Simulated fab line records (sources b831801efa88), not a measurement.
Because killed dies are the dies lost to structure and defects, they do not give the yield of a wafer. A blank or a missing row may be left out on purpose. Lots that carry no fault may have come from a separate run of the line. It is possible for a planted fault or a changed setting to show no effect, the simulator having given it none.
Which tool was responsible? + flow gf180mcu + Sampling: 24 lots, 72 wafers, 6 of 602 route steps

## WHAT THE GAUGES READ, wafer by wafer
GF_M3_THK_MEAS_06: measures by xrf.
| lot  | measured     | on            | M3_ALCU_THK (nm) |
|------|--------------|---------------|------------------|
| L074 | day 20 07:28 | film_metro-04 | 453 449 447      |
| L075 | day 20 17:25 | film_metro-04 | 448 450 447      |
| L076 | day 21 05:19 | film_metro-04 | 453 447 451      |
| L077 | day 21 07:15 | film_metro-04 | 454 458 457      |
| L078 | day 22 01:01 | film_metro-04 | 456 456 451      |
| L079 | day 22 07:26 | film_metro-04 | 461 465 461      |
| L080 | day 22 16:57 | film_metro-04 | 461 458 459      |
| L081 | day 22 21:25 | film_metro-04 | 455 453 455      |
| L082 | day 23 08:50 | film_metro-02 | 443 443 443      |
| L083 | day 23 18:11 | film_metro-04 | 448 458 452      |
| L084 | day 24 03:34 | film_metro-01 | 460 465 464      |
| L085 | day 24 13:07 | film_metro-01 | 457 455 458      |
| L086 | day 24 22:00 | film_metro-04 | 452 448 451      |
| L087 | day 25 04:02 | film_metro-02 | 451 457 458      |
| L088 | day 25 09:31 | film_metro-04 | 465 462 454      |
| L089 | day 25 20:47 | film_metro-01 | 465 472 467      |
| L090 | day 26 02:42 | film_metro-02 | 454 454 455      |
| L091 | day 26 05:58 | film_metro-02 | 457 465 460      |
| L092 | day 26 13:38 | film_metro-02 | 445 448 451      |
| L093 | day 26 21:26 | film_metro-01 | 457 460 463      |
| L094 | day 27 04:44 | film_metro-01 | 452 458 457      |
| L095 | day 27 09:28 | film_metro-02 | 460 460 451      |
| L096 | day 27 18:44 | film_metro-04 | 441 445 446      |
| L097 | day 27 21:43 | film_metro-02 | 455 452 457      |

GF_M5_CD_MEAS_07: target cd 280 nm.
| lot  | measured     | on        | cd_nm (nm)        |
|------|--------------|-----------|-------------------|
| L074 | day 26 05:29 | cd_sem-01 | 281.1 280.2 280.7 |
| L075 | day 26 13:53 | cd_sem-02 | 277.7 277.8 279.2 |
| L076 | day 26 23:37 | cd_sem-02 | 277.7 278.9 277.8 |
| L077 | day 27 01:46 | cd_sem-01 | 280.9 281.1 282.1 |
| L078 | day 27 18:13 | cd_sem-01 | 280.2 279.5 280.0 |
| L079 | day 27 22:34 | cd_sem-01 | 279.5 279.8 279.4 |
| L080 | day 28 06:44 | cd_sem-01 | 280.0 279.7 281.3 |
| L081 | day 28 10:04 | cd_sem-01 | 282.3 279.9 281.5 |
| L082 | day 28 19:50 | cd_sem-02 | 278.1 279.3 279.8 |
| L083 | day 29 03:38 | cd_sem-02 | 280.1 279.2 277.7 |
| L084 | day 29 12:14 | cd_sem-01 | 280.2 281.3 280.5 |
| L085 | day 29 19:53 | cd_sem-02 | 281.5 281.8 281.5 |
| L086 | day 30 03:27 | cd_sem-01 | 280.9 279.8 279.4 |
| L087 | day 30 09:30 | cd_sem-01 | 281.1 280.1 279.7 |
| L088 | day 30 15:00 | cd_sem-01 | 281.9 282.1 282.0 |
| L089 | day 30 23:40 | cd_sem-01 | 281.8 281.4 281.7 |
| L090 | day 31 05:17 | cd_sem-01 | 280.3 280.2 279.6 |
| L091 | day 31 08:01 | cd_sem-02 | 279.0 280.2 279.0 |
| L092 | day 31 15:17 | cd_sem-02 | 280.1 280.7 281.3 |
| L093 | day 31 18:38 | cd_sem-01 | 279.7 279.5 279.8 |
| L094 | day 32 01:57 | cd_sem-01 | 280.8 279.8 278.1 |
| L095 | day 32 06:02 | cd_sem-01 | 280.9 281.2 282.0 |
| L096 | day 32 13:40 | cd_sem-02 | 279.4 280.2 280.0 |
| L097 | day 32 17:44 | cd_sem-02 | 280.3 279.0 278.7 |

GF_V5_OVL_MEAS_15.
| lot  | measured     | on         | V5_OVL (nm) |
|------|--------------|------------|-------------|
| L074 | day 27 03:08 | overlay-02 | -8 -9 -4    |
| L075 | day 27 11:41 | overlay-01 | -12 -9 -8   |
| L076 | day 27 21:44 | overlay-01 | 3 -7 2      |
| L077 | day 27 22:53 | overlay-01 | -3 0 1      |
| L078 | day 28 14:57 | overlay-02 | -5 -7 -4    |
| L079 | day 28 19:36 | overlay-02 | 0 2 1       |
| L080 | day 29 03:02 | overlay-02 | 3 -4 -4     |
| L081 | day 29 06:32 | overlay-02 | 0 -5 -2     |
| L082 | day 29 16:31 | overlay-02 | -13 -6 -11  |
| L083 | day 29 23:42 | overlay-02 | 0 0 3       |
| L084 | day 30 08:26 | overlay-01 | 2 12 2      |
| L085 | day 30 16:17 | overlay-01 | -4 4 0      |
| L086 | day 30 23:02 | overlay-01 | 2 -3 2      |
| L087 | day 31 04:41 | overlay-01 | -9 -11 -2   |
| L088 | day 31 09:30 | overlay-01 | -2 4 0      |
| L089 | day 31 18:14 | overlay-02 | -2 3 2      |
| L090 | day 32 00:11 | overlay-01 | -6 2 -5     |
| L091 | day 32 03:30 | overlay-02 | 1 -2 1      |
| L092 | day 32 09:47 | overlay-02 | -7 -5 -11   |
| L093 | day 32 12:54 | overlay-01 | 9 9 -3      |
| L094 | day 32 20:33 | overlay-01 | 2 -5 -5     |
| L095 | day 32 23:21 | overlay-02 | -3 3 0      |
| L096 | day 33 06:29 | overlay-02 | -4 -8 -8    |
| L097 | day 33 11:06 | overlay-02 | -4 2 0      |

GF_V5_RS_MEAS_24: measures by four-point-probe.
| lot  | measured     | on            | V5_W_RS (ohm/sq)  |
|------|--------------|---------------|-------------------|
| L074 | day 27 04:05 | film_metro-02 | 0.333 0.333 0.330 |
| L075 | day 27 12:39 | film_metro-02 | 0.334 0.325 0.338 |
| L076 | day 27 22:42 | film_metro-04 | 0.332 0.332 0.339 |
| L077 | day 27 23:50 | film_metro-04 | 0.328 0.330 0.326 |
| L078 | day 28 15:54 | film_metro-04 | 0.335 0.330 0.330 |
| L079 | day 28 20:35 | film_metro-04 | 0.328 0.327 0.328 |
| L080 | day 29 04:00 | film_metro-03 | 0.330 0.331 0.330 |
| L081 | day 29 07:34 | film_metro-04 | 0.334 0.328 0.333 |
| L082 | day 29 17:48 | film_metro-04 | 0.332 0.329 0.327 |
| L083 | day 30 00:46 | film_metro-04 | 0.325 0.326 0.324 |
| L084 | day 30 09:23 | film_metro-03 | 0.326 0.323 0.335 |
| L085 | day 30 17:14 | film_metro-04 | 0.332 0.332 0.334 |
| L086 | day 30 23:59 | film_metro-02 | 0.326 0.319 0.324 |
| L087 | day 31 05:42 | film_metro-02 | 0.334 0.323 0.335 |
| L088 | day 31 10:51 | film_metro-04 | 0.329 0.328 0.329 |
| L089 | day 31 19:10 | film_metro-02 | 0.324 0.330 0.324 |
| L090 | day 32 01:08 | film_metro-04 | 0.327 0.327 0.327 |
| L091 | day 32 04:28 | film_metro-04 | 0.334 0.330 0.328 |
| L092 | day 32 10:43 | film_metro-03 | 0.334 0.327 0.334 |
| L093 | day 32 13:50 | film_metro-04 | 0.325 0.323 0.322 |
| L094 | day 32 21:32 | film_metro-04 | 0.326 0.327 0.327 |
| L095 | day 33 00:18 | film_metro-04 | 0.333 0.334 0.327 |
| L096 | day 33 07:30 | film_metro-04 | 0.326 0.323 0.328 |
| L097 | day 33 12:08 | film_metro-04 | 0.329 0.335 0.329 |

## EACH LOT AND THE TOOL THAT RAN IT (in order: tool; ch and the chambers of the sampled wafers; start)
| lot  | GF_M3_SPUTTER_04             | GF_V3_CVD_23                  |
|------|------------------------------|-------------------------------|
| L074 | pvd_sputter-02, day 20 07:19 | cvd_w-02 ch 0,1, day 22 09:27 |
| L075 | pvd_sputter-02, day 20 17:15 | cvd_w-02 ch 0,1, day 22 18:05 |
| L076 | pvd_sputter-02, day 21 05:08 | cvd_w-02 ch 0,1, day 23 05:32 |
| L077 | pvd_sputter-03, day 21 07:05 | cvd_w-02 ch 1, day 23 08:24   |
| L078 | pvd_sputter-02, day 22 00:50 | cvd_w-02 ch 0,1, day 24 01:14 |
| L079 | pvd_sputter-02, day 22 07:16 | cvd_w-01 ch 0,1, day 24 07:21 |
| L080 | pvd_sputter-02, day 22 16:47 | cvd_w-01 ch 0,1, day 24 16:16 |
| L081 | pvd_sputter-02, day 22 21:15 | cvd_w-02 ch 0,1, day 24 20:21 |
| L082 | pvd_sputter-01, day 23 08:40 | cvd_w-02 ch 0,1, day 25 06:57 |
| L083 | pvd_sputter-03, day 23 18:01 | cvd_w-01 ch 0,1, day 25 15:56 |
| L084 | pvd_sputter-03, day 24 03:24 | cvd_w-01 ch 0,1, day 26 00:22 |
| L085 | pvd_sputter-03, day 24 12:56 | cvd_w-01 ch 0,1, day 26 10:10 |
| L086 | pvd_sputter-02, day 24 21:50 | cvd_w-01 ch 0,1, day 26 18:02 |
| L087 | pvd_sputter-03, day 25 03:53 | cvd_w-02 ch 0,1, day 27 00:02 |
| L088 | pvd_sputter-03, day 25 09:21 | cvd_w-01 ch 0,1, day 27 04:49 |
| L089 | pvd_sputter-03, day 25 20:37 | cvd_w-01 ch 0,1, day 27 14:57 |
| L090 | pvd_sputter-01, day 26 02:32 | cvd_w-01 ch 1, day 27 20:52   |
| L091 | pvd_sputter-03, day 26 05:48 | cvd_w-01 ch 0,1, day 28 00:43 |
| L092 | pvd_sputter-02, day 26 13:28 | cvd_w-01 ch 0,1, day 28 06:52 |
| L093 | pvd_sputter-03, day 26 21:16 | cvd_w-02 ch 1, day 28 14:56   |
| L094 | pvd_sputter-02, day 27 04:29 | cvd_w-02 ch 1, day 28 22:12   |
| L095 | pvd_sputter-03, day 27 09:17 | cvd_w-01 ch 0,1, day 29 02:32 |
| L096 | pvd_sputter-02, day 27 18:34 | cvd_w-02 ch 0,1, day 29 11:14 |
| L097 | pvd_sputter-01, day 27 21:32 | cvd_w-02 ch 0,1, day 29 14:24 |
- GF_M3_SPUTTER_04: material TiN, target thk 50 nm, time 41.7 s.
- GF_V3_CVD_23: deposits W, target thk 350 nm, time 104.9 s.

## WHAT THE TOOLS THEMSELVES READ (means of the sampled wafers that have a number; where no wafer has one, the mark that the record gives instead)
GF_M3_SPUTTER_04.
| lot  | tool           | cathode_dc_power_W (W) | throttle_valve_pct (%) |
|------|----------------|------------------------|------------------------|
| L074 | pvd_sputter-02 | 6500.1                 | 30.1                   |
| L075 | pvd_sputter-02 | 6499.8                 | 30.1                   |
| L076 | pvd_sputter-02 | 6499.5                 | 30.0                   |
| L077 | pvd_sputter-03 | 6500.6                 | 29.6                   |
| L078 | pvd_sputter-02 | 6500.6                 | 30.2                   |
| L079 | pvd_sputter-02 | 6500.5                 | 30.0                   |
| L080 | pvd_sputter-02 | 6501.0                 | 30.1                   |
| L081 | pvd_sputter-02 | 6500.0                 | 30.0                   |
| L082 | pvd_sputter-01 | 6499.7                 | 29.5                   |
| L083 | pvd_sputter-03 | 6500.8                 | 30.8                   |
| L084 | pvd_sputter-03 | 6500.1                 | 30.2                   |
| L085 | pvd_sputter-03 | 6500.0                 | 29.3                   |
| L086 | pvd_sputter-02 | 6499.3                 | 30.3                   |
| L087 | pvd_sputter-03 | 6499.4                 | 29.9                   |
| L088 | pvd_sputter-03 | 6500.2                 | 30.3                   |
| L089 | pvd_sputter-03 | 6499.2                 | 29.9                   |
| L090 | pvd_sputter-01 | 6499.6                 | 28.9                   |
| L091 | pvd_sputter-03 | 6501.7                 | 28.6                   |
| L092 | pvd_sputter-02 | 6500.2                 | 30.3                   |
| L093 | pvd_sputter-03 | 6500.1                 | 29.4                   |
| L094 | pvd_sputter-02 | 6500.8                 | 30.4                   |
| L095 | pvd_sputter-03 | 6499.3                 | 29.4                   |
| L096 | pvd_sputter-02 | 6500.6                 | 30.0                   |
| L097 | pvd_sputter-01 | 6499.0                 | 31.0                   |

GF_V3_CVD_23.
| lot  | tool     | heater_power_w (W) |
|------|----------|--------------------|
| L074 | cvd_w-02 | 790                |
| L075 | cvd_w-02 | 797                |
| L076 | cvd_w-02 | 776                |
| L077 | cvd_w-02 | 754                |
| L078 | cvd_w-02 | 795                |
| L079 | cvd_w-01 | 1003               |
| L080 | cvd_w-01 | 980                |
| L081 | cvd_w-02 | 808                |
| L082 | cvd_w-02 | 812                |
| L083 | cvd_w-01 | 993                |
| L084 | cvd_w-01 | 943                |
| L085 | cvd_w-01 | 991                |
| L086 | cvd_w-01 | 948                |
| L087 | cvd_w-02 | 779                |
| L088 | cvd_w-01 | 967                |
| L089 | cvd_w-01 | 984                |
| L090 | cvd_w-01 | 887                |
| L091 | cvd_w-01 | 939                |
| L092 | cvd_w-01 | 979                |
| L093 | cvd_w-02 | 766                |
| L094 | cvd_w-02 | 754                |
| L095 | cvd_w-01 | 934                |
| L096 | cvd_w-02 | 775                |
| L097 | cvd_w-02 | 820                |

## THE ANSWER, worked out from the rows above alone
Rule: usual is defined by the lots themselves. Put in order of their means at a reading, lots are off if they are a third of the lots or fewer, leave a main group of 4 or more, and stand apart from it by a gap of 3 or more times the standard deviation of the main group's means; of several such gaps the widest counts. If all means in a main group match to the digits the tables above print for the reading, that group is not used. Also off: a lot with no number at a reading for which 4 or more lots have one. All remaining lots with rows at the step are treated as sound. First the gauges in route order, then the tools' own readings, where a lot's mean is used as printed above. The first step at which some lot is off is used, and at that step the reading that is off furthest; a lot without a number counts as furthest.
Across all readings shown, no lot is off: no conclusion can be drawn from this.

## WHAT THE SIMULATOR HAD INSERTED
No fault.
